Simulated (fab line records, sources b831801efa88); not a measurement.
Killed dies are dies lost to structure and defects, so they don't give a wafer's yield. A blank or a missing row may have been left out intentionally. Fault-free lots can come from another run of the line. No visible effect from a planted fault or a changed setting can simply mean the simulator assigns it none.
One fault seen from 2 desks || flow sky130 || every desk sees just its own numbers, and what lay behind them comes last

== DESK OF THE TOOL OWNER: litho-track-01 ==
The tool's own readings at SKY_SD_N_COAT_02 (resist thk 1140 nm): means of the sampled wafers that have a number, for each lot that ran on this tool. A lot is out of limits, marked OUT, if its mean lies more than 4 standard deviations from the usual mean; the brackets give that distance.
Columns: A = chill-plate-temp-C at SKY_SD_N_COAT_02, usual 22.98 C
{"lot": "L457", "first seen here": "day 28 23:22", "A": 22.87}
{"lot": "L459", "first seen here": "day 29 07:10", "A": 22.86}
{"lot": "L460", "first seen here": "day 29 17:19", "A": 22.94}
{"lot": "L462", "first seen here": "day 30 08:25", "A": 22.94}
{"lot": "L466", "first seen here": "day 32 02:23", "A": 23.03}
{"lot": "L473", "first seen here": "day 34 01:05", "A": 23.00}
{"lot": "L475", "first seen here": "day 35 03:10", "A": 23.05}
Finding of this desk: none of the 7 lots has anything out of limits.

== THE METROLOGY DESK ==
What the gauges read for every lot (on any tool): the sampled wafers with a number, averaged. A lot is out of limits, marked OUT, if its mean lies more than 4 standard deviations from the usual mean; the brackets give that distance.
Columns: A = cd-nm at SKY_SD_N_CD_MEAS_07, usual 380.3 nm; B = SD_N_TW at SKY_SD_N_TW_MEAS_12, usual 3994; C = cd-nm at SKY_LI_CONTACT_CD_MEAS_12, usual 170.4 nm
{"lot": "L453", "first seen here": "day 27 21:25", "A": 380.2, "B": 3933, "C": 169.4}
{"lot": "L455", "first seen here": "day 28 09:39", "A": 380.8, "B": 4021, "C": 172.0}
{"lot": "L456", "first seen here": "day 29 00:58", "A": 380.4, "B": 3998, "C": 169.4}
{"lot": "L457", "first seen here": "day 29 13:19", "A": 380.4, "B": 4017, "C": 172.7}
{"lot": "L459", "first seen here": "day 29 21:16", "A": 378.2, "B": 3994, "C": 170.4}
{"lot": "L460", "first seen here": "day 30 08:13", "A": 375.9, "B": 4007, "C": 168.1}
{"lot": "L462", "first seen here": "day 30 21:43", "A": 379.1, "B": 4012, "C": 171.3}
{"lot": "L464", "first seen here": "day 32 01:24", "A": 380.9, "B": 3994, "C": 170.3}
{"lot": "L466", "first seen here": "day 32 15:17", "A": 386.0, "B": 4029, "C": 171.2}
{"lot": "L473", "first seen here": "day 34 14:43", "A": "442.0 (+24) OUT", "B": 3989, "C": 171.6}
{"lot": "L476", "first seen here": "day 35 11:34", "A": 380.5, "B": 3977, "C": 170.9}
{"lot": "L475", "first seen here": "day 35 15:19", "A": "431.4 (+20) OUT", "B": 4001, "C": 172.6}
This desk finds L473, L475 out of limits, L473 being first, at day 34 14:43 (cd-nm at SKY_SD_N_CD_MEAS_07). L453, L455, L456, L457, L459, L460, L462, L464, L466, L476 stayed within limits.

== BROUGHT TOGETHER ==
The metrology desk could have raised an alarm at day 34 14:43, on L473, L475.
The desk of the tool owner found nothing out of limits.
On record at the tool owner's desk: L473, L475, within its limits.
On litho-track-01, each named lot ran SKY_SD_N_COAT_02.

== WHAT THE SIMULATOR HAD INSERTED ==
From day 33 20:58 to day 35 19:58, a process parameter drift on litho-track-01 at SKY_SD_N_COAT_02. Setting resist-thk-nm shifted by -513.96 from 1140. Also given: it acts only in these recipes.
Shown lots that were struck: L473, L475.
Time in hours between the start of the fault and the first out-of-limits reading at each desk: metrology desk, 18.
